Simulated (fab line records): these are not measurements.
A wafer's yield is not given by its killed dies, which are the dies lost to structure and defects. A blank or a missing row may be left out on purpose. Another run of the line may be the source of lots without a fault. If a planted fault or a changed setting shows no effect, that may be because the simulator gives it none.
Matching of chambers :: flow gf180mcu :: cmp-01 running GF_V5_CMP_04: 4 sister chambers
The step polishes SiO2. 8 wafers are shown with their chamber, then 8 later ones without.

== WAFERS WITH THEIR CHAMBER ==
wafer: L080.2
chamber: 1
motor_current_A (A): 10.2

wafer: L080.4
chamber: 0
motor_current_A (A): 10.2

wafer: L081.1
chamber: 3
motor_current_A (A): 14.0

wafer: L081.5
chamber: 2
motor_current_A (A): 11.7

wafer: L084.1
chamber: 2
motor_current_A (A): 11.7

wafer: L084.3
chamber: 1
motor_current_A (A): 10.3

wafer: L084.4
chamber: 3
motor_current_A (A): 13.8

wafer: L087.1
chamber: 0
motor_current_A (A): 10.3

== WAFERS WITHOUT THEIR CHAMBER ==
wafer: L087.4
motor_current_A (A): 10.0

wafer: L087.5
motor_current_A (A): 10.3

wafer: L088.1
motor_current_A (A): 9.7

wafer: L088.2
motor_current_A (A): 13.7

wafer: L088.3
motor_current_A (A): 11.7

wafer: L096.3
motor_current_A (A): 13.2

wafer: L096.5
motor_current_A (A): 10.4

wafer: L096.6
motor_current_A (A): 12.3

== EACH ONE'S CHAMBER ==
wafer: L087.4
from the rows above: can't be placed: 0 or 1
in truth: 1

wafer: L087.5
from the rows above: can't be placed: 0 or 1
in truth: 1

wafer: L088.1
from the rows above: can't be placed: 0 or 1
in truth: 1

wafer: L088.2
from the rows above: 3
in truth: 3

wafer: L088.3
from the rows above: 2
in truth: 2

wafer: L096.3
from the rows above: 3
in truth: 3

wafer: L096.5
from the rows above: can't be placed: 0 or 1
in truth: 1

wafer: L096.6
from the rows above: 2
in truth: 2
Correctly placed: 4 of 8. These rows do not allow placing 4 (true chamber among the candidates in 4). 0 placed wrongly.
How it was worked out, from the rows above alone: a wafer's distance from a chamber is the root of the sum, over the readings, of the square of ((its reading less the chamber's mean) divided by the reading's scatter). If the next closest chamber is less than 2 further off than the closest, the wafer can't be placed; otherwise it belongs to the closest. For every chamber, the mean is computed from those of its wafers that are shown. The scatter: take each reading less its chamber's mean, square it, sum over the shown wafers, divide by the number of wafers less the number of chambers, and take the root.
